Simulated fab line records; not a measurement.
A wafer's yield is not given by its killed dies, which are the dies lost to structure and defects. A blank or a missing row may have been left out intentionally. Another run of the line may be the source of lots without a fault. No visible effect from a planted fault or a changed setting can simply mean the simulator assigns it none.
Lot-split experiment ; flow sfq_line ; 23 wafers read across 5 lots, on a route 325 steps long

THE SPLIT ITSELF
At SFQ_TRILAYER_I7_CMP_CMP_184 (polishes SiO2), the setting leave_above_ref_nm was moved away from the recipe's 200 nm on 6 of the 23 wafers read, by -5.8% to +5.7%. For the rest of the wafers, this setting stayed at what the recipe calls for.

Split to reading: the file shows no intervening step.

THE READING
thk_nm, in nm, at SFQ_TRILAYER_I7_METRO_MEASURE_185. A value of 199.9 nm with a standard deviation of 1.1 nm is what fault-free wafers of this fab line usually give.

wafer;tool, chamber at the split;leave_above_ref_nm as run, nm;against the recipe;thk_nm, nm;against lot-mates on the recipe
L074.2;cmp-01, 0;200;recipe;198.7;-
L074.4;cmp-01, 1;200;recipe;200.0;-
L074.5;cmp-01, 1;200;recipe;200.9;-
L076.2;cmp-02, 3;200;recipe;198.8;-
L076.3;cmp-02, 0;200;recipe;197.4;-
L076.4;cmp-02, 1;188.5;-5.8%;186.9;-10.9
L076.5;cmp-02, 1;200;recipe;197.2;-
L076.6;cmp-02, 2;188.5;-5.8%;188.3;-9.5
L078.1;cmp-01, 1;200;recipe;198.6;-
L078.2;cmp-01, 2;200;recipe;199.7;-
L078.3;cmp-01, 0;211.4;+5.7%;211.2;+11.3
L078.4;cmp-01, 3;211.4;+5.7%;210.3;+10.4
L078.5;cmp-01, 2;200;recipe;201.3;-
L080.2;cmp-02, 2;200;recipe;201.3;-
L080.3;cmp-02, 0;200;recipe;199.4;-
L080.4;cmp-02, 3;200;recipe;199.7;-
L080.5;cmp-02, 3;195.1;-2.5%;195.1;-5.0
L080.6;cmp-02, 0;195.1;-2.5%;194.6;-5.5
L083.1;cmp-01, 0;200;recipe;198.8;-
L083.3;cmp-01, 1;200;recipe;200.5;-
L083.4;cmp-01, 3,1;200;recipe;200.4;-
L083.5;cmp-01, 2;200;recipe;199.8;-
L083.6;cmp-01, 3,1;200;recipe;200.6;-
Where a row lists several chambers, the file gives one row for several wafers and doesn't say which wafer went through which chamber.

THE FIT
A straight line over all 23 wafers: thk_nm changes by +2.01 nm for each +1% of leave_above_ref_nm; r = +0.98; the points scatter about the line by 1.1 nm.
The same after taking each lot's own level away (the mean of its wafers on the recipe; 23 wafers): +1.87 nm for each +1%; r = +0.99; scatter 0.85 nm.
According to that fit, moving leave_above_ref_nm by its largest amount changes the reading by 11 nm.
From 197.80 to 200.13 nm: that is the span of the lots' own levels, equal to 2.1 times the standard deviation above.
The two slopes are in agreement: the lot-to-lot level therefore moves the slope only a little.
Check: with one of the wafers moved furthest among these (-5.8%) left out of the fit, the line predicts -10.7 nm for it against its lot-mates. Against them it came out at -10.9 nm.

THE OTHER SPLITS THESE WAFERS WENT THROUGH
These wafers also went through other splits before the reading. Each is held against what the fit with the lots' levels taken away leaves over:
other split on the same wafers;wafers away from the commonest value;r with thk_nm (lot level and that fit taken away)
SFQ_TRILAYER_R5_ETCH_METAL_ETCH_139 bias_w;6;-0.07
SFQ_TRILAYER_I5_LITHO_PEB_147 peb_time_s;10;+0.04
SFQ_TRILAYER_C5_LITHO_COAT_156 resist_thk_nm;4;+0.06
SFQ_TRILAYER_C5_BARC_OPEN_VIA_ETCH_210 source_w;7;+0.18
SFQ_TRILAYER_M6_LITHO_COAT_159 spin_rpm;8;-0.45
SFQ_TRILAYER_M6_LITHO_PEB_162 peb_time_s;9;+0.23
SFQ_TRILAYER_I6_CMP_CMP_166 leave_above_ref_nm;5;-0.33
SFQ_TRILAYER_I6_VIA_LITHO_COAT_174 resist_thk_nm;9;+0.14
SFQ_TRILAYER_I6_VIA_ETCH_VIA_ETCH_172 bias_w;6;-0.05
SFQ_TRILAYER_M7_LITHO_COAT_182 resist_thk_nm;7;+0.32

THE WHOLE CHAIN: every reading that the file lists as answering this split, in the file's order
step;what it does;reading;change (the file's fit);r (the file's)
SFQ_TRILAYER_I7_CMP_CMP_184;polishes SiO2;SiO2_of_TRILAYER_I7_DEP_PECVD_183.thk_nm (the simulator's own value, which no gauge read);+1.87 nm for each +1% of the setting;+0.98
SFQ_TRILAYER_I7_METRO_MEASURE_185;;thk_nm;+1.87 nm for each +1% of the setting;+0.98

THE FILE'S OWN FIT
thk_nm changes by +1.87 nm for each +1% of leave_above_ref_nm, r = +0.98.
